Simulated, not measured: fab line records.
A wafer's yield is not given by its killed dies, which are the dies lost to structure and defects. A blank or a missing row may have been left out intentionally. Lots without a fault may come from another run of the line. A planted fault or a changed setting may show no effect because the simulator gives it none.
One fault seen from 2 desks | flow sky130 | each desk has only its own numbers; what lay behind them comes last

== FROM THE METROLOGY DESK ==
What the gauges read for every lot (on any tool): the sampled wafers with a number, averaged. The brackets show how far a lot's mean lies from the usual mean; more than 4 standard deviations puts the lot out of limits, marked OUT.
Columns: A = SPACER_CVD_00_THK at SKY_SPACER_THK_MEAS_01, usual 43.1 nm; B = cd nm at SKY_SD_N_CD_MEAS_07, usual 380.0 nm
lot  | first seen here | A               | B
L691 | day 23 19:26    | 43.5            | 378.2
L693 | day 24 06:40    | 43.4            | 381.0
L699 | day 26 00:37    | 42.9            | 380.2
L701 | day 26 15:11    | 47.2 (+11) OUT  | 382.9
L702 | day 27 02:25    | 45.4 (+6.3) OUT | 378.8
L710 | day 29 10:02    | 43.4            | 378.7
L709 | day 29 14:08    | 43.2            | 380.6
L711 | day 29 21:17    | 43.1            | 380.8
L713 | day 30 22:11    | 42.7            | 380.7
L714 | day 31 09:26    | 43.0            | 385.1
This desk reports L701, L702 out of limits; the earliest was L701 at day 26 15:11 (SPACER_CVD_00_THK at SKY_SPACER_THK_MEAS_01). L691, L693, L699, L710, L709, L711, L713, L714: within limits.

== TOOL OWNER'S DESK, lpcvd-02 ==
The tool's own readings at SKY_SPACER_CVD_00 (deposits Si3N4 from DCS/NH3, target thk 43.1 nm, time 740 s): means of the sampled wafers that have a number, for each lot that ran on this tool. The brackets show how far a lot's mean lies from the usual mean; more than 4 standard deviations puts the lot out of limits, marked OUT.
Columns: A = spike tc centre C at SKY_SPACER_CVD_00, usual 769.8 C; B = zone power centre pct at SKY_SPACER_CVD_00, usual 14.6 %; C = zone power lower pct at SKY_SPACER_CVD_00, usual 13.3 %; D = zone power top pct at SKY_SPACER_CVD_00, usual 24 %; E = zone power upper pct at SKY_SPACER_CVD_00, usual 15.2 %
lot  | first seen here | A               | B              | C               | D  | E
L691 | day 23 18:13    | 770.1           | 15.2           | 12.5            | 20 | 13.5
L693 | day 24 05:28    | 770.2           | 14.3           | 13.7            | 27 | 15.9
L699 | day 25 23:23    | 770.0           | 14.2           | 13.7            | 27 | 15.9
L701 | day 26 13:58    | 790.4 (+21) OUT | 20.9 (+16) OUT | 10.0 (-5.5) OUT | 20 | 10.7
L702 | day 27 00:37    | 790.6 (+21) OUT | 19.8 (+14) OUT | 10.9            | 27 | 12.6
L710 | day 29 08:50    | 769.8           | 15.0           | 12.4            | 20 | 13.5
L709 | day 29 12:56    | 770.5           | 14.4           | 13.6            | 27 | 16.1
L711 | day 29 19:28    | 769.8           | 14.2           | 13.7            | 27 | 16.0
L713 | day 30 20:59    | 769.8           | 14.3           | 13.7            | 27 | 16.0
L714 | day 31 08:13    | 769.1           | 14.3           | 13.7            | 27 | 16.0
This desk's verdict: out of limits on L701, L702, starting with L701 at day 26 13:58 (spike tc centre C at SKY_SPACER_CVD_00). L691, L693, L699, L710, L709, L711, L713, L714: within limits.

== PUT TOGETHER ==
On L701, L702, at day 26 13:58, an alarm was possible from the tool owner's desk.
The metrology desk could have raised an alarm at day 26 15:11, on L701, L702.
Of the lots named, all ran SKY_SPACER_CVD_00 on lpcvd-02.

== WHAT WAS PUT IN BY THE SIMULATOR ==
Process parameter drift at SKY_SPACER_CVD_00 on lpcvd-02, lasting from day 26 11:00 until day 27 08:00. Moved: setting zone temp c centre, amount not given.
Struck lots among those shown: L701, L702.
Fault start to first reading out of limits, in hours, per desk: tool owner, 3; metrology, 4.
